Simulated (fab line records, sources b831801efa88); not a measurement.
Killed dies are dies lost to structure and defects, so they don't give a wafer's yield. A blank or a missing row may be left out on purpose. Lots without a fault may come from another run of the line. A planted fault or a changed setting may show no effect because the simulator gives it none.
Chamber matching | flow gf180mcu | GF_V3_CVD_02 on pecvd-02: 3 sister chambers
The step deposits SiO2 from TEOS, target thk 850 nm, time 94.851 s. 3 wafers are shown with their chamber, then 8 later ones without.

WAFERS WITH THEIR CHAMBER
wafer  | chamber | heater_power_w (W)
L335.4 | 0       | 519
L338.1 | 1       | 561
L345.2 | 2       | 765

WAFERS WITHOUT THEIR CHAMBER
wafer  | heater_power_w (W)
L345.4 | 529
L345.6 | 630
L346.1 | 701
L346.2 | 486
L346.5 | 533
L347.1 | 515
L347.3 | 548
L347.6 | 574

WHICH CHAMBER EACH WENT THROUGH
wafer  | from the rows above          | in truth
L345.4 | can't be placed: 0 or 1      | 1
L345.6 | can't be placed: 1 or 0 or 2 | 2
L346.1 | 2                            | 2
L346.2 | can't be placed: 0 or 1      | 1
L346.5 | can't be placed: 0 or 1      | 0
L347.1 | can't be placed: 0 or 1      | 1
L347.3 | can't be placed: 1 or 0      | 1
L347.6 | can't be placed: 1 or 0      | 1
Placed correctly: 1 of 8. Can't be placed from these rows: 7 (the true chamber is among the candidates in 7). Placed wrongly: 0.
How it was worked out, from the rows above alone: a wafer's distance from a chamber is the root of the sum, over the readings, of the square of ((its reading less the chamber's mean) divided by the reading's scatter). The wafer belongs to the nearest chamber; if the next one is less than 2 further off, it can't be placed. A chamber's mean is the mean of its shown wafers. The scatter: with one shown wafer a chamber, the root of the mean of the squares of how far each hidden wafer lies from its nearest shown one.
